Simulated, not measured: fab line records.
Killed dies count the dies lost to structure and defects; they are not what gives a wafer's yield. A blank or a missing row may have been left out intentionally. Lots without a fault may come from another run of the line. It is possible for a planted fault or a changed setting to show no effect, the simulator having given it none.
Which of the tools did it? :: flow gf180mcu :: 15 lots, 45 wafers sampled, at 5 steps of a route of 602

## WHAT THE GAUGES SHOWED, per wafer
GF_VT_IMPLANT_TW_MEAS_21. Usual: VT_IMPLANT_2_TW typically reads 1220, with standard deviation 15.
lot: L197
measured: day 6 17:57
on: filmMetro-01
VT_IMPLANT_2_TW: 1201 1203 1200
flag: 

lot: L198
measured: day 6 18:31
on: filmMetro-02
VT_IMPLANT_2_TW: 1215 1212 1223
flag: 

lot: L199
measured: day 7 00:25
on: filmMetro-02
VT_IMPLANT_2_TW: 1214 1207 1210
flag: 

lot: L200
measured: day 7 10:09
on: filmMetro-02
VT_IMPLANT_2_TW: 1220 1212 1211
flag: 

lot: L201
measured: day 7 13:50
on: filmMetro-02
VT_IMPLANT_2_TW: 1207 1212 1217
flag: 

lot: L202
measured: day 7 13:57
on: filmMetro-04
VT_IMPLANT_2_TW: 1235 1230 1233
flag: 

lot: L205
measured: day 8 11:14
on: filmMetro-01
VT_IMPLANT_2_TW: 1207 1208 1208
flag: 

lot: L206
measured: day 8 16:49
on: filmMetro-01
VT_IMPLANT_2_TW: 1203 1209 1212
flag: 

lot: L207
measured: day 8 21:15
on: filmMetro-01
VT_IMPLANT_2_TW: 1215 1202 1205
flag: 

lot: L211
measured: day 9 22:13
on: filmMetro-04
VT_IMPLANT_2_TW: 1236 1230 1239
flag: 

lot: L212
measured: day 10 04:50
on: filmMetro-04
VT_IMPLANT_2_TW: 1243 1239 1240
flag: 

lot: L216
measured: day 11 03:47
on: filmMetro-04
VT_IMPLANT_2_TW: 1231 1239 1233
flag: 

lot: L218
measured: day 11 18:16
on: filmMetro-01
VT_IMPLANT_2_TW: 1197 1193 1202
flag: 

lot: L219
measured: day 12 00:49
on: filmMetro-01
VT_IMPLANT_2_TW: 1200 1208 1196
flag: 

lot: L220
measured: day 12 07:00
on: filmMetro-04
VT_IMPLANT_2_TW: 1237 1230 1228
flag: 

GF_POLY_GATE_THK_MEAS_01. Usual: POLY_GATE_CVD_00_THK typically reads 199.9 nm, with standard deviation 1.8.
lot: L197
measured: day 9 00:07
on: filmMetro-04
POLY_GATE_CVD_00_THK (nm): 200.2 200.7 197.2
flag: 

lot: L198
measured: day 9 03:05
on: filmMetro-02
POLY_GATE_CVD_00_THK (nm): 201.0 201.1 200.8
flag: 

lot: L199
measured: day 9 12:05
on: filmMetro-02
POLY_GATE_CVD_00_THK (nm): 198.0 196.8 197.2
flag: 

lot: L200
measured: day 9 18:33
on: filmMetro-03
POLY_GATE_CVD_00_THK (nm): 200.0 200.8 199.1
flag: 

lot: L201
measured: day 9 22:26
on: filmMetro-04
POLY_GATE_CVD_00_THK (nm): 200.0 199.8 201.0
flag: 

lot: L202
measured: day 9 23:59
on: filmMetro-03
POLY_GATE_CVD_00_THK (nm): 202.6 201.6 201.5
flag: 

lot: L205
measured: day 10 20:55
on: filmMetro-03
POLY_GATE_CVD_00_THK (nm): 202.0 203.1 200.9
flag: 

lot: L206
measured: day 11 05:56
on: filmMetro-03
POLY_GATE_CVD_00_THK (nm): 201.2 201.0 199.7
flag: 

lot: L207
measured: day 11 06:53
on: filmMetro-04
POLY_GATE_CVD_00_THK (nm): 198.6 201.5 199.5
flag: 

lot: L211
measured: day 12 09:47
on: filmMetro-04
POLY_GATE_CVD_00_THK (nm): 203.5 203.0 202.6
flag: 

lot: L212
measured: day 12 23:37
on: filmMetro-03
POLY_GATE_CVD_00_THK (nm): 198.7 199.7 199.5
flag: 

lot: L216
measured: day 14 03:40
on: filmMetro-02
POLY_GATE_CVD_00_THK (nm): 197.0 197.1 198.8
flag: 

lot: L218
measured: day 14 10:56
on: filmMetro-02
POLY_GATE_CVD_00_THK (nm): 198.9 199.9 200.9
flag: 

lot: L219
measured: day 14 18:15
on: filmMetro-04
POLY_GATE_CVD_00_THK (nm): 203.8 204.0 203.8
flag: 

lot: L220
measured: day 15 06:17
on: filmMetro-03
POLY_GATE_CVD_00_THK (nm): 199.0 200.1 200.2
flag: 

GF_HV_LDD_TW_MEAS_23. Usual: HV_LDD_2_TW typically reads 1048, with standard deviation 8.3.
lot: L197
measured: day 11 07:37
on: filmMetro-01
HV_LDD_2_TW: 1037 1040 1041
flag: 

lot: L198
measured: day 11 08:52
on: filmMetro-01
HV_LDD_2_TW: 1038 1044 1043
flag: 

lot: L199
measured: day 11 20:18
on: filmMetro-01
HV_LDD_2_TW: 1049 1048 1042
flag: 

lot: L200
measured: day 12 06:49
on: filmMetro-03
HV_LDD_2_TW: 1045 1037 1047
flag: 

lot: L201
measured: day 12 07:10
on: filmMetro-01
HV_LDD_2_TW: 1046 1042 1042
flag: 

lot: L202
measured: day 12 08:58
on: filmMetro-03
HV_LDD_2_TW: 1042 1039 1038
flag: 

lot: L205
measured: day 13 08:25
on: filmMetro-01
HV_LDD_2_TW: 1041 1039 1040
flag: 

lot: L206
measured: day 13 17:26
on: filmMetro-02
HV_LDD_2_TW: 1056 1058 1051
flag: 

lot: L207
measured: day 13 18:36
on: filmMetro-02
HV_LDD_2_TW: 1313 1314 1315
flag: OFF

lot: L211
measured: day 15 02:42
on: filmMetro-01
HV_LDD_2_TW: 1302 1307 1303
flag: OFF

lot: L212
measured: day 15 15:00
on: filmMetro-02
HV_LDD_2_TW: 1308 1309 1315
flag: OFF

lot: L216
measured: day 17 01:17
on: filmMetro-02
HV_LDD_2_TW: 1061 1054 1063
flag: 

lot: L218
measured: day 17 07:58
on: filmMetro-01
HV_LDD_2_TW: 1050 1046 1045
flag: 

lot: L219
measured: day 17 15:04
on: filmMetro-03
HV_LDD_2_TW: 1050 1053 1051
flag: 

lot: L220
measured: day 18 01:38
on: filmMetro-02
HV_LDD_2_TW: 1052 1063 1056
flag: 

GF_NSD_TW_MEAS_12. Usual: NSD_TW typically reads 4261, with standard deviation 35.
lot: L197
measured: day 13 23:01
on: filmMetro-02
NSD_TW: 4250 4264 4245
flag: 

lot: L198
measured: day 14 01:05
on: filmMetro-04
NSD_TW: 4324 4327 4314
flag: 

lot: L199
measured: day 14 10:50
on: filmMetro-02
NSD_TW: 4263 4211 4254
flag: 

lot: L200
measured: day 14 21:31
on: filmMetro-04
NSD_TW: 4310 4293 4296
flag: 

lot: L201
measured: day 14 22:20
on: filmMetro-02
NSD_TW: 4261 4239 4239
flag: 

lot: L202
measured: day 15 02:49
on: filmMetro-02
NSD_TW: 4226 4217 4239
flag: 

lot: L205
measured: day 16 03:44
on: filmMetro-02
NSD_TW: 4244 4264 4245
flag: 

lot: L206
measured: day 16 12:26
on: filmMetro-02
NSD_TW: 4298 4259 4280
flag: 

lot: L207
measured: day 16 13:47
on: filmMetro-04
NSD_TW: 4306 4300 4301
flag: 

lot: L211
measured: day 18 00:56
on: filmMetro-02
NSD_TW: 4251 4223 4249
flag: 

lot: L212
measured: day 18 14:19
on: filmMetro-02
NSD_TW: 4254 4243 4255
flag: 

lot: L216
measured: day 20 04:28
on: filmMetro-04
NSD_TW: 4274 4254 4264
flag: 

lot: L218
measured: day 20 11:58
on: filmMetro-02
NSD_TW: 4276 4257 4258
flag: 

lot: L219
measured: day 20 19:37
on: filmMetro-04
NSD_TW: 4299 4295 4284
flag: 

lot: L220
measured: day 21 06:25
on: filmMetro-04
NSD_TW: 4281 4297 4297
flag: 

## EACH LOT AND THE TOOL THAT RAN IT (in order: tool; ch and the chambers of the sampled wafers; start)
lot: L197
GF_HV_LDD_IMPLANT_21: implanter-03 ch 0, day 11 07:23

lot: L198
GF_HV_LDD_IMPLANT_21: implanter-04 ch 0, day 11 08:38

lot: L199
GF_HV_LDD_IMPLANT_21: implanter-03 ch 0, day 11 20:04

lot: L200
GF_HV_LDD_IMPLANT_21: implanter-04 ch 0, day 12 06:34

lot: L201
GF_HV_LDD_IMPLANT_21: implanter-03 ch 0, day 12 06:55

lot: L202
GF_HV_LDD_IMPLANT_21: implanter-04 ch 0, day 12 08:43

lot: L205
GF_HV_LDD_IMPLANT_21: implanter-02 ch 0, day 13 08:11

lot: L206
GF_HV_LDD_IMPLANT_21: implanter-04 ch 0, day 13 17:11

lot: L207
GF_HV_LDD_IMPLANT_21: implanter-03 ch 0, day 13 18:02

lot: L211
GF_HV_LDD_IMPLANT_21: implanter-03 ch 0, day 15 02:08

lot: L212
GF_HV_LDD_IMPLANT_21: implanter-02 ch 0, day 15 14:26

lot: L216
GF_HV_LDD_IMPLANT_21: implanter-02 ch 0, day 17 01:02

lot: L218
GF_HV_LDD_IMPLANT_21: implanter-03 ch 0, day 17 07:43

lot: L219
GF_HV_LDD_IMPLANT_21: implanter-03 ch 0, day 17 14:49

lot: L220
GF_HV_LDD_IMPLANT_21: implanter-04 ch 0, day 18 01:25
- GF_HV_LDD_IMPLANT_21

## AS READ BY THE TOOLS THEMSELVES (means over the sampled wafers that have a number; for cases with no such wafer, the mark the record gives instead)
The record holds no such reading with a usual standard deviation.

## THE ANSWER, worked out from the rows above alone
Rule: lot off if the mean of its wafers having a number is beyond 3 standard deviations from the usual mean. Also off: a lot with no number at a reading for which 4 or more lots have one. Where the step has rows for the other lots, those lots are counted as sound. Order of review: gauges by route order, followed by the tools' own readings, for which a lot's mean as printed above is used. At the first step where some lot is off, the reading lying furthest off is the one used; lots without a number count as furthest.
Off: L207, L211, L212, seen at GF_HV_LDD_TW_MEAS_23 (HV_LDD_2_TW).
If a tool, at a process step before that reading, ran all the lots that are off and no sound lot after the first of them, it fits. Gauges at GF_HV_LDD_TW_MEAS_23: tried the same way as those tools. Not one of the candidates tried fits.

## WHAT THE SIMULATOR HAD PUT IN
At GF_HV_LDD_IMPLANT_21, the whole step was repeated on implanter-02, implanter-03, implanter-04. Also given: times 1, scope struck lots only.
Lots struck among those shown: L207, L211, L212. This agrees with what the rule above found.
